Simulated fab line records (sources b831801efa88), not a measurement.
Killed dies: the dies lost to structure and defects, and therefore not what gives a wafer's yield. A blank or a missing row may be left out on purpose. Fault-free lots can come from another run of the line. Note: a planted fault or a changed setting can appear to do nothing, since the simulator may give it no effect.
What tool caused it? | flow sky130 | 72 wafers from 24 lots sampled at 6 of the route's 708 steps

WHAT THE GAUGES SHOWED, per wafer
SKY_LOCAL_INTERCONNECT_RS_MEAS_01: uses a four-point probe to measure. Usual: for LOCAL_INTERCONNECT_TIN_RS the level is 14.07 ohm/sq and the standard deviation is 0.19.
lot  | measured     | on           | LOCAL_INTERCONNECT_TIN_RS (ohm/sq) | flag
L074 | day 29 06:40 | filmMetro-01 | 13.94 14.00 13.75                  | 
L076 | day 29 16:52 | filmMetro-03 | 14.37 14.15 14.36                  | 
L075 | day 29 18:53 | filmMetro-02 | 13.91 13.92 13.82                  | 
L078 | day 30 19:31 | filmMetro-01 | 14.20 14.16 14.17                  | 
L077 | day 31 01:43 | filmMetro-01 | 13.99 14.12 13.89                  | 
L079 | day 31 07:32 | filmMetro-01 | 14.06 14.22 14.21                  | 
L080 | day 31 19:02 | filmMetro-03 | 14.12 13.83 13.85                  | 
L081 | day 31 21:58 | filmMetro-02 | 14.00 13.97 14.14                  | 
L082 | day 32 07:07 | filmMetro-01 | 14.05 13.99 13.95                  | 
L083 | day 32 11:52 | filmMetro-02 | 14.07 14.04 14.28                  | 
L084 | day 33 05:59 | filmMetro-01 | 14.16 14.06 14.30                  | 
L086 | day 33 10:55 | filmMetro-03 | 14.49 14.46 14.36                  | 
L085 | day 33 13:06 | filmMetro-01 | 13.84 13.84 13.76                  | 
L088 | day 33 17:58 | filmMetro-02 | 13.84 14.04 13.99                  | 
L087 | day 33 23:52 | filmMetro-01 | 14.18 14.39 14.11                  | 
L089 | day 34 05:11 | filmMetro-03 | 14.37 14.40 14.31                  | 
L090 | day 34 06:17 | filmMetro-02 | 13.88 13.79 13.94                  | 
L091 | day 34 21:08 | filmMetro-03 | 13.81 14.11 13.83                  | 
L092 | day 35 03:21 | filmMetro-03 | 14.10 13.97 13.94                  | 
L093 | day 35 08:52 | filmMetro-01 | 14.13 14.08 14.23                  | 
L094 | day 35 16:28 | filmMetro-03 | 13.91 13.91 13.73                  | 
L095 | day 36 02:59 | filmMetro-03 | 13.89 14.13 13.96                  | 
L096 | day 36 22:42 | filmMetro-01 | 14.25 14.27 14.29                  | 
L097 | day 37 02:57 | filmMetro-02 | 14.20 14.15 13.86                  | 

SKY_CONTACT_THK_MEAS_01. Usual: for CONTACT_CVD_00_THK the level is 74.8 nm and the standard deviation is 0.98.
lot  | measured     | on           | CONTACT_CVD_00_THK (nm) | flag
L074 | day 30 12:23 | filmMetro-03 | 75.6 75.6 75.6          | 
L076 | day 30 21:19 | filmMetro-03 | 73.7 73.4 74.7          | 
L075 | day 31 00:38 | filmMetro-01 | 73.9 73.0 73.8          | 
L078 | day 31 23:49 | filmMetro-04 | 75.5 75.4 75.3          | 
L077 | day 32 05:23 | filmMetro-01 | 73.0 74.0 75.5          | 
L079 | day 32 12:04 | filmMetro-01 | 74.2 74.5 75.2          | 
L080 | day 33 00:07 | filmMetro-01 | 75.4 75.0 75.1          | 
L081 | day 33 03:30 | filmMetro-01 | 74.1 76.2 75.9          | 
L082 | day 33 12:14 | filmMetro-01 | 74.3 74.5 75.8          | 
L083 | day 33 17:07 | filmMetro-03 | 73.6 77.4 76.1          | 
L084 | day 34 10:17 | filmMetro-01 | 73.8 74.9 75.4          | 
L086 | day 34 14:40 | filmMetro-01 | 74.5 74.4 74.2          | 
L085 | day 34 18:05 | filmMetro-03 | 72.8 75.0 74.1          | 
L088 | day 34 21:53 | filmMetro-04 | 73.9 74.9 74.4          | 
L087 | day 35 03:49 | filmMetro-03 | 73.6 73.7 75.4          | 
L089 | day 35 09:17 | filmMetro-01 | 74.8 76.0 75.6          | 
L090 | day 35 10:21 | filmMetro-04 | 74.9 73.6 75.1          | 
L091 | day 36 00:38 | filmMetro-04 | 73.9 74.2 74.4          | 
L092 | day 36 06:20 | filmMetro-01 | 75.5 75.7 75.3          | 
L093 | day 36 12:22 | filmMetro-04 | 73.5 75.0 75.8          | 
L094 | day 36 18:43 | filmMetro-01 | 73.9 75.4 75.0          | 
L095 | day 37 06:04 | filmMetro-04 | 74.1 77.1 74.5          | 
L096 | day 38 00:35 | filmMetro-01 | 75.0 76.6 75.2          | 
L097 | day 38 05:13 | filmMetro-01 | 73.7 75.7 74.4          | 

SKY_CAP2M_THK_MEAS_04: measures by xrf. Usual: for CAP2M_TIN_THK the level is 202.6 nm and the standard deviation is 2.6.
lot  | measured     | on           | CAP2M_TIN_THK (nm) | flag
L074 | day 39 19:01 | filmMetro-01 | 204.4 205.4 204.2  | 
L076 | day 40 03:35 | filmMetro-01 | 202.3 201.7 202.5  | 
L075 | day 40 07:38 | filmMetro-01 | 205.7 204.3 202.1  | 
L078 | day 41 03:03 | filmMetro-01 | 200.3 199.5 200.0  | 
L077 | day 41 08:00 | filmMetro-02 | 207.7 201.5 202.8  | 
L079 | day 41 14:43 | filmMetro-02 | 204.8 205.0 205.5  | 
L080 | day 42 00:22 | filmMetro-01 | 202.8 204.1 203.0  | 
L081 | day 42 03:51 | filmMetro-02 | 204.1 204.5 203.2  | 
L082 | day 42 11:52 | filmMetro-03 | 200.3 196.6 201.4  | 
L083 | day 42 14:02 | filmMetro-02 | 199.4 198.1 200.3  | 
L084 | day 43 03:58 | filmMetro-02 | 203.7 202.5 203.7  | 
L086 | day 43 07:42 | filmMetro-01 | 202.3 203.8 204.5  | 
L085 | day 43 12:50 | filmMetro-03 | 200.9 200.8 199.8  | 
L088 | day 43 16:33 | filmMetro-02 | 203.1 200.7 202.3  | 
L087 | day 43 20:04 | filmMetro-03 | 203.1 203.6 202.1  | 
L089 | day 44 01:53 | filmMetro-01 | 207.2 205.8 209.2  | 
L090 | day 44 02:48 | filmMetro-01 | 205.4 205.5 203.7  | 
L091 | day 44 13:26 | filmMetro-01 | 202.1 203.2 202.0  | 
L092 | day 44 18:41 | filmMetro-02 | 198.5 196.1 199.9  | 
L093 | day 44 22:57 | filmMetro-01 | 204.7 206.2 204.1  | 
L094 | day 45 06:05 | filmMetro-02 | 202.5 203.2 202.9  | 
L095 | day 45 16:26 | filmMetro-03 | 201.1 204.7 203.7  | 
L096 | day 46 06:23 | filmMetro-02 | 198.3 199.7 198.3  | 
L097 | day 46 11:12 | filmMetro-03 | 199.4 198.6 197.7  | 

WHAT TOOL EACH LOT RAN ON (gives the tool, then ch and the chambers of the sampled wafers, and finally the start)
lot  | SKY_CONTACT_STRIP_19                | SKY_VIA2_CVD_21              | SKY_METAL3_SPUTTER_03
L074 | plasmaAsher-01 ch 0,1, day 31 16:11 | cvdW-02 ch 0,1, day 36 10:22 | pvdSputter-04, day 36 11:02
L076 | plasmaAsher-02 ch 0,1, day 32 01:14 | cvdW-01 ch 0,1, day 36 19:33 | pvdSputter-04, day 36 20:15
L075 | plasmaAsher-01 ch 0,1, day 32 04:39 | cvdW-01 ch 0,1, day 36 23:17 | pvdSputter-01, day 36 23:59
L078 | plasmaAsher-03 ch 0,1, day 33 04:21 | cvdW-01 ch 0,1, day 37 20:13 | pvdSputter-04, day 37 20:52
L077 | plasmaAsher-03 ch 0,1, day 33 09:02 | cvdW-02 ch 0, day 38 01:24   | pvdSputter-01, day 38 02:05
L079 | plasmaAsher-03 ch 0,1, day 33 16:18 | cvdW-01 ch 0,1, day 38 08:31 | pvdSputter-01, day 38 09:12
L080 | plasmaAsher-03 ch 0,1, day 34 04:04 | cvdW-02 ch 0, day 38 18:08   | pvdSputter-01, day 38 18:50
L081 | plasmaAsher-01 ch 0,1, day 34 07:37 | cvdW-02 ch 0,1, day 38 22:30 | pvdSputter-02, day 38 23:12
L082 | plasmaAsher-02 ch 0,1, day 34 16:00 | cvdW-01 ch 0,1, day 39 06:21 | pvdSputter-02, day 39 07:00
L083 | plasmaAsher-03 ch 0,1, day 34 20:48 | cvdW-01 ch 0,1, day 39 09:48 | pvdSputter-01, day 39 10:29
L084 | plasmaAsher-03 ch 0,1, day 35 13:03 | cvdW-02 ch 0,1, day 40 00:28 | pvdSputter-01, day 40 01:10
L086 | plasmaAsher-03 ch 0,1, day 35 18:01 | cvdW-01 ch 0,1, day 40 03:28 | pvdSputter-02, day 40 04:10
L085 | plasmaAsher-02 ch 0,1, day 35 21:10 | cvdW-01 ch 1, day 40 09:38   | pvdSputter-01, day 40 10:20
L088 | plasmaAsher-03 ch 0,1, day 36 00:43 | cvdW-02 ch 0,1, day 40 13:16 | pvdSputter-04, day 40 13:58
L087 | plasmaAsher-02 ch 0,1, day 36 06:40 | cvdW-01 ch 0,1, day 40 18:00 | pvdSputter-02, day 40 18:42
L089 | plasmaAsher-03 ch 0,1, day 36 12:16 | cvdW-01 ch 0,1, day 40 23:02 | pvdSputter-04, day 40 23:44
L090 | plasmaAsher-03 ch 0,1, day 36 13:16 | cvdW-01 ch 0,1, day 41 00:25 | pvdSputter-01, day 41 01:07
L091 | plasmaAsher-01 ch 0,1, day 37 03:32 | cvdW-01 ch 0,1, day 41 12:58 | pvdSputter-04, day 41 13:40
L092 | plasmaAsher-02 ch 0,1, day 37 09:11 | cvdW-02 ch 0,1, day 41 18:37 | pvdSputter-02, day 41 19:19
L093 | plasmaAsher-02 ch 0,1, day 37 13:45 | cvdW-02 ch 0,1, day 41 22:34 | pvdSputter-01, day 41 23:16
L094 | plasmaAsher-03 ch 0,1, day 37 20:56 | cvdW-01 ch 0,1, day 42 04:43 | pvdSputter-02, day 42 05:23
L095 | plasmaAsher-01 ch 0,1, day 38 08:17 | cvdW-01 ch 0,1, day 42 16:41 | pvdSputter-04, day 42 17:21
L096 | plasmaAsher-01 ch 0,1, day 39 03:05 | cvdW-01 ch 0,1, day 43 08:04 | pvdSputter-01, day 43 08:46
L097 | plasmaAsher-03 ch 0,1, day 39 06:54 | cvdW-02 ch 0,1, day 43 12:45 | pvdSputter-04, day 43 13:27
- SKY_CONTACT_STRIP_19: strips in O2/N2.
- SKY_VIA2_CVD_21: deposits W, target thk 420 nm, time 126.4 s.
- SKY_METAL3_SPUTTER_03: material Ti, target thk 5 nm, time 3.3 s.

AS READ BY THE TOOLS THEMSELVES (means over the sampled wafers that have a number; for cases with no such wafer, the mark the record gives instead)
SKY_CONTACT_STRIP_19. Usual: chamberPressureMTorr 1500.0 mTorr, standard deviation 1.5; drypumpMotorCurrentA 5.9 A, standard deviation 0.35; o2FlowSccm 2999 sccm, standard deviation 9.1; oesProductAu 0.381 a.u., standard deviation 0.005; stripTimeToEndpointS 3.62 s, standard deviation 0.03.
lot  | tool           | chamberPressureMTorr (mTorr) | drypumpMotorCurrentA (A) | o2FlowSccm (sccm) | oesProductAu (a.u.) | stripTimeToEndpointS (s) | flag
L074 | plasmaAsher-01 | 1499.3                       | 5.6                      | 2992              | 0.384               | 3.63                     | 
L076 | plasmaAsher-02 | 1500.6                       | 5.8                      | 3014              | 0.377               | 3.65                     | 
L075 | plasmaAsher-01 | 1500.3                       | 5.6                      | 2999              | 0.385               | 3.60                     | 
L078 | plasmaAsher-03 | 1500.5                       | 6.1                      | 2991              | 0.379               | 3.62                     | 
L077 | plasmaAsher-03 | 1500.6                       | 5.9                      | 3001              | 0.380               | 3.63                     | 
L079 | plasmaAsher-03 | 1498.2                       | 5.9                      | 3008              | 0.376               | 3.59                     | 
L080 | plasmaAsher-03 | 1499.5                       | 5.9                      | 3010              | 0.383               | 3.64                     | 
L081 | plasmaAsher-01 | 1501.0                       | 5.6                      | 2993              | 0.384               | 3.64                     | 
L082 | plasmaAsher-02 | 1499.8                       | 5.8                      | 2992              | 0.382               | 3.63                     | 
L083 | plasmaAsher-03 | 1499.0                       | 5.9                      | 2996              | 0.379               | 3.56                     | 
L084 | plasmaAsher-03 | 1498.7                       | 6.1                      | 2989              | 0.382               | 3.62                     | 
L086 | plasmaAsher-03 | 1499.8                       | 5.9                      | 2996              | 0.378               | 3.60                     | 
L085 | plasmaAsher-02 | 1499.7                       | 5.8                      | 2993              | 0.383               | 3.62                     | 
L088 | plasmaAsher-03 | 1499.3                       | 6.1                      | 3002              | 0.381               | 3.65                     | 
L087 | plasmaAsher-02 | 1500.4                       | 5.7                      | 3006              | 0.381               | 3.61                     | 
L089 | plasmaAsher-03 | 1501.1                       | 6.1                      | 2991              | 0.381               | 3.64                     | 
L090 | plasmaAsher-03 | 1500.2                       | 5.9                      | 3003              | 0.377               | 3.59                     | 
L091 | plasmaAsher-01 | 1499.9                       | 5.9                      | 2999              | 0.384               | 3.62                     | 
L092 | plasmaAsher-02 | 1500.2                       | 5.7                      | 3003              | 0.383               | 3.63                     | 
L093 | plasmaAsher-02 | 1499.2                       | 5.7                      | 2999              | 0.382               | 3.61                     | 
L094 | plasmaAsher-03 | 1500.7                       | 5.9                      | 3005              | 0.383               | 3.61                     | 
L095 | plasmaAsher-01 | 1499.0                       | 6.0                      | 2994              | 0.377               | 3.60                     | 
L096 | plasmaAsher-01 | 1502.6                       | 5.9                      | 2997              | 0.388               | 3.66                     | 
L097 | plasmaAsher-03 | 1501.5                       | 6.2                      | 3003              | 0.379               | 3.62                     | 

SKY_VIA2_CVD_21. Usual: heaterPowerOuterW 536 W, standard deviation 24; heaterPowerW 909 W, standard deviation 49.
lot  | tool    | heaterPowerOuterW (W) | heaterPowerW (W) | flag
L074 | cvdW-02 | 522                   | 865              | 
L076 | cvdW-01 | 547                   | 966              | 
L075 | cvdW-01 | 555                   | 953              | 
L078 | cvdW-01 | 549                   | 958              | 
L077 | cvdW-02 | 519                   | 924              | 
L079 | cvdW-01 | 552                   | 965              | 
L080 | cvdW-02 | 524                   | 905              | 
L081 | cvdW-02 | 521                   | 873              | 
L082 | cvdW-01 | 553                   | 947              | 
L083 | cvdW-01 | 534                   | 919              | 
L084 | cvdW-02 | 527                   | 855              | 
L086 | cvdW-01 | 549                   | 937              | 
L085 | cvdW-01 | 511                   | 904              | 
L088 | cvdW-02 | 521                   | 887              | 
L087 | cvdW-01 | 530                   | 923              | 
L089 | cvdW-01 | 549                   | 952              | 
L090 | cvdW-01 | 529                   | 916              | 
L091 | cvdW-01 | 532                   | 897              | 
L092 | cvdW-02 | 524                   | 889              | 
L093 | cvdW-02 | 518                   | 852              | 
L094 | cvdW-01 | 529                   | 926              | 
L095 | cvdW-01 | 551                   | 938              | 
L096 | cvdW-01 | 525                   | 922              | 
L097 | cvdW-02 | 519                   | 846              | 

SKY_METAL3_SPUTTER_03. Usual: throttleValvePct 30.4 %, standard deviation 1.1.
lot  | tool          | throttleValvePct (%) | flag
L074 | pvdSputter-04 | 30.7                 | 
L076 | pvdSputter-04 | 31.0                 | 
L075 | pvdSputter-01 | 29.7                 | 
L078 | pvdSputter-04 | 31.4                 | 
L077 | pvdSputter-01 | 29.8                 | 
L079 | pvdSputter-01 | 30.2                 | 
L080 | pvdSputter-01 | 29.6                 | 
L081 | pvdSputter-02 | 30.8                 | 
L082 | pvdSputter-02 | 30.5                 | 
L083 | pvdSputter-01 | 29.8                 | 
L084 | pvdSputter-01 | 29.3                 | 
L086 | pvdSputter-02 | 30.9                 | 
L085 | pvdSputter-01 | 29.6                 | 
L088 | pvdSputter-04 | 31.0                 | 
L087 | pvdSputter-02 | 30.5                 | 
L089 | pvdSputter-04 | 31.9                 | 
L090 | pvdSputter-01 | 30.1                 | 
L091 | pvdSputter-04 | 31.2                 | 
L092 | pvdSputter-02 | 31.3                 | 
L093 | pvdSputter-01 | 29.8                 | 
L094 | pvdSputter-02 | 31.4                 | 
L095 | pvdSputter-04 | 32.0                 | 
L096 | pvdSputter-01 | 29.4                 | 
L097 | pvdSputter-04 | 32.4                 | 

THE ANSWER, worked out from the rows above alone
Rule: a lot counts as off when the mean over its wafers that have a number is more than 3 standard deviations away from the usual mean. A lot without any number at a reading at which 4 lots or more have one is off too. All remaining lots with rows at the step are treated as sound. After the gauges, taken in route order, come the tools' own readings; for these a lot's mean is taken, as printed above. At the first step where some lot is off, the reading lying furthest off is the one used; lots without a number count as furthest.
None of the lots is off at any reading shown; this tells nothing.

WHAT THE SIMULATOR PUT IN
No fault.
